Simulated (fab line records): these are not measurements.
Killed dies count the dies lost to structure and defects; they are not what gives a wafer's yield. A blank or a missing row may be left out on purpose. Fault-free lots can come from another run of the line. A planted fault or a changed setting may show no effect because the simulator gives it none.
Which tool was responsible? + flow sky130 + 42 wafers from 14 lots sampled at 4 of the route's 708 steps

WHAT THE GAUGES SHOWED, per wafer
Not one reading of a measure or inspect step in the record can be checked against a usual standard deviation.

WHAT TOOL EACH LOT RAN ON (gives the tool, then ch and the chambers of the sampled wafers, and finally the start)
| lot  | SKY_METAL2_ETCH_18                | SKY_METAL3_SPUTTER_00        | SKY_METAL3_PEB_11                 | SKY_METAL3_METAL_ETCH_18          |
|------|-----------------------------------|------------------------------|-----------------------------------|-----------------------------------|
| L798 | rie-metal-02 ch 0,1, day 35 14:28 | pvd-sputter-02, day 36 18:32 | litho-track-03 ch 0, day 38 22:00 | rie-metal-03 ch 0,1, day 38 22:49 |
| L799 | rie-metal-01 ch 0,1, day 35 15:25 | pvd-sputter-03, day 36 20:58 | litho-track-02 ch 0, day 38 23:00 | rie-metal-04 ch 0,1, day 39 00:19 |
| L801 | rie-metal-01 ch 0,1, day 36 07:23 | pvd-sputter-02, day 37 11:17 | litho-track-02 ch 0, day 39 13:00 | rie-metal-01 ch 0,1, day 39 13:58 |
| L802 | rie-metal-02 ch 0,1, day 37 08:41 | pvd-sputter-02, day 38 12:51 | litho-track-02 ch 0, day 40 15:00 | rie-metal-04 ch 0,1, day 40 15:43 |
| L803 | rie-metal-03 ch 0,1, day 37 12:43 | pvd-sputter-04, day 38 16:50 | litho-track-02 ch 0, day 40 19:00 | rie-metal-01 ch 0, day 40 20:16   |
| L804 | rie-metal-03 ch 0,1, day 37 13:46 | pvd-sputter-03, day 38 18:20 | litho-track-03 ch 0, day 40 21:00 | rie-metal-01 ch 1, day 40 22:19   |
| L805 | rie-metal-03 ch 0,1, day 37 18:17 | pvd-sputter-03, day 38 23:00 | litho-track-03 ch 0, day 41 00:00 | rie-metal-03 ch 0,1, day 41 01:28 |
| L806 | rie-metal-01 ch 0,1, day 38 18:41 | pvd-sputter-02, day 39 23:32 | litho-track-02 ch 0, day 42 00:00 | rie-metal-01 ch 0,1, day 42 00:43 |
| L807 | rie-metal-02 ch 1, day 38 20:49   | pvd-sputter-02, day 40 00:38 | litho-track-02 ch 0, day 42 01:00 | rie-metal-01 ch 0,1, day 42 02:37 |
| L809 | rie-metal-03 ch 0,1, day 39 13:19 | pvd-sputter-02, day 40 16:45 | litho-track-03 ch 0, day 42 15:00 | rie-metal-03 ch 0,1, day 42 16:33 |
| L808 | rie-metal-03 ch 0,1, day 39 14:10 | pvd-sputter-03, day 40 18:12 | litho-track-03 ch 0, day 42 19:00 | rie-metal-03 ch 0,1, day 42 20:11 |
| L815 | rie-metal-02 ch 0,1, day 40 19:01 | pvd-sputter-03, day 41 21:59 | litho-track-02, day 43 20:00      | rie-metal-04 ch 0,1, day 43 21:13 |
| L814 | rie-metal-03 ch 0,1, day 40 20:58 | pvd-sputter-02, day 41 23:29 | litho-track-03, day 43 22:00      | rie-metal-01 ch 0,1, day 43 23:25 |
| L819 | rie-metal-02 ch 0,1, day 42 01:08 | pvd-sputter-02, day 43 03:29 | litho-track-01 ch 0, day 45 02:00 | rie-metal-04 ch 0,1, day 45 03:12 |
- SKY_METAL2_ETCH_18: etches BARC in N2/H2, stops on SiO2, time 45.9 s, target depth 60 nm.
- SKY_METAL3_SPUTTER_00: material Ti, target thk 15 nm, time 10 s.
- SKY_METAL3_PEB_11
- SKY_METAL3_METAL_ETCH_18: etches the open film in Cl2/BCl3, stops on SiO2, target depth 845 nm, time 183.1 s.

WHAT THE TOOLS THEMSELVES READ (means of the sampled wafers that have a number; where no wafer has one, the mark that the record gives instead)
SKY_METAL2_ETCH_18.
| lot  | tool         | bias-w (W) | drypump-motor-current-A (A) | h2-flow-sccm (sccm) | oes-product-au (a.u.) | rf-fwd-power-W (W) | throttle-valve-pct (%) |
|------|--------------|------------|-----------------------------|---------------------|-----------------------|--------------------|------------------------|
| L798 | rie-metal-02 | 99.83      | 5.9                         | 200.1               | 0.856                 | 493.8              | 13.234                 |
| L799 | rie-metal-01 | 100.20     | 5.8                         | 200.0               | 0.852                 | 492.7              | 13.226                 |
| L801 | rie-metal-01 | 99.86      | 6.3                         | 200.4               | 0.855                 | 492.6              | 13.224                 |
| L802 | rie-metal-02 | 100.00     | 5.9                         | 200.0               | 0.856                 | 494.2              | 13.221                 |
| L803 | rie-metal-03 | 100.22     | 6.1                         | 199.8               | 0.851                 | 496.0              | 13.232                 |
| L804 | rie-metal-03 | 99.94      | 6.2                         | 200.0               | 0.856                 | 495.3              | 13.227                 |
| L805 | rie-metal-03 | 99.94      | 6.1                         | 199.9               | 0.858                 | 496.6              | 13.220                 |
| L806 | rie-metal-01 | 100.03     | 6.3                         | 200.3               | 0.856                 | 492.2              | 13.224                 |
| L807 | rie-metal-02 | 99.83      | 5.4                         | 200.1               | 0.849                 | 492.6              | 13.224                 |
| L809 | rie-metal-03 | 99.89      | 6.1                         | 199.8               | 0.850                 | 495.6              | 13.220                 |
| L808 | rie-metal-03 | 100.05     | 6.2                         | 199.6               | 0.854                 | 496.2              | 13.222                 |
| L815 | rie-metal-02 | 100.23     | 5.7                         | 200.4               | 0.855                 | 493.8              | 13.227                 |
| L814 | rie-metal-03 | 100.10     | 6.1                         | 199.9               | 0.857                 | 495.2              | 13.218                 |
| L819 | rie-metal-02 | 100.05     | 5.7                         | 200.2               | 0.859                 | 492.8              | 13.218                 |

SKY_METAL3_SPUTTER_00.
| lot  | tool           | throttle-valve-pct (%) |
|------|----------------|------------------------|
| L798 | pvd-sputter-02 | 30.0                   |
| L799 | pvd-sputter-03 | 29.6                   |
| L801 | pvd-sputter-02 | 29.4                   |
| L802 | pvd-sputter-02 | 29.2                   |
| L803 | pvd-sputter-04 | 30.0                   |
| L804 | pvd-sputter-03 | 29.3                   |
| L805 | pvd-sputter-03 | 29.6                   |
| L806 | pvd-sputter-02 | 30.9                   |
| L807 | pvd-sputter-02 | 29.2                   |
| L809 | pvd-sputter-02 | 30.7                   |
| L808 | pvd-sputter-03 | 29.7                   |
| L815 | pvd-sputter-03 | 29.3                   |
| L814 | pvd-sputter-02 | 30.2                   |
| L819 | pvd-sputter-02 | 30.0                   |

SKY_METAL3_PEB_11.
| lot  | tool           | exhaust-pa (Pa) |
|------|----------------|-----------------|
| L798 | litho-track-03 | 45.3            |
| L799 | litho-track-02 | 44.9            |
| L801 | litho-track-02 | 44.3            |
| L802 | litho-track-02 | 43.7            |
| L803 | litho-track-02 | 44.4            |
| L804 | litho-track-03 | 43.3            |
| L805 | litho-track-03 | 44.4            |
| L806 | litho-track-02 | 45.4            |
| L807 | litho-track-02 | 45.1            |
| L809 | litho-track-03 | 44.1            |
| L808 | litho-track-03 | 44.6            |
| L815 | litho-track-02 | -               |
| L814 | litho-track-03 | -               |
| L819 | litho-track-01 | 44.5            |

SKY_METAL3_METAL_ETCH_18.
| lot  | tool         | bias-w (W) | drypump-motor-current-A (A) | oes-product-au (a.u.) | rf-fwd-power-W (W) | throttle-valve-pct (%) |
|------|--------------|------------|-----------------------------|-----------------------|--------------------|------------------------|
| L798 | rie-metal-03 | 48.45      | 6.1                         | 0.867                 | 901                | 22.276                 |
| L799 | rie-metal-04 | 48.53      | 6.1                         | 0.875                 | 900                | 22.263                 |
| L801 | rie-metal-01 | 48.56      | 6.3                         | 0.862                 | 895                | 22.265                 |
| L802 | rie-metal-04 | 48.63      | 6.1                         | 0.866                 | 897                | 22.267                 |
| L803 | rie-metal-01 | 48.48      | 6.8                         | 0.873                 | 893                | 22.272                 |
| L804 | rie-metal-01 | 48.54      | 5.3                         | 0.873                 | 898                | 22.259                 |
| L805 | rie-metal-03 | 48.34      | 6.2                         | 0.869                 | 898                | 22.264                 |
| L806 | rie-metal-01 | 48.69      | 6.3                         | 0.858                 | 896                | 22.260                 |
| L807 | rie-metal-01 | 48.45      | 6.3                         | 0.865                 | 897                | 22.277                 |
| L809 | rie-metal-03 | 48.62      | 6.1                         | 0.873                 | 896                | 22.267                 |
| L808 | rie-metal-03 | 48.48      | 6.1                         | 0.869                 | 896                | 22.268                 |
| L815 | rie-metal-04 | 48.46      | 6.2                         | 0.866                 | 897                | 22.259                 |
| L814 | rie-metal-01 | 48.55      | 5.8                         | 0.867                 | 892                | 22.267                 |
| L819 | rie-metal-04 | 48.39      | 6.2                         | 0.872                 | 894                | 22.268                 |

THE ANSWER, worked out from the rows above alone
Rule: the usual values come from the lots themselves. The widest of any qualifying gaps counts: lots, ordered by their means at a reading, are off when they make up no more than a third of the lots, leave a main group of 4 or more, and stand apart from it by 3 or more times the standard deviation of that group's means. A main group is skipped when, at the precision printed for the reading in the tables above, its means are all equal. A lot without any number at a reading at which 4 lots or more have one is off too. The other lots that the step has rows for count as sound. First the gauges in route order, then the tools' own readings, where a lot's mean is used as printed above. At the first step where some lot is off, the reading lying furthest off is the one used; lots without a number count as furthest.
Off, at SKY_METAL3_PEB_11 on exhaust-pa: L815, L814. Without a number there: L815, L814. Main group: mean 44.5 Pa, sd 0.6.
A tool fits if, at that step or a process step before it, it ran every lot that is off, and no sound lot after the first of them. Not one of the candidates tried fits.

WHAT HAD BEEN PUT IN BY THE SIMULATOR
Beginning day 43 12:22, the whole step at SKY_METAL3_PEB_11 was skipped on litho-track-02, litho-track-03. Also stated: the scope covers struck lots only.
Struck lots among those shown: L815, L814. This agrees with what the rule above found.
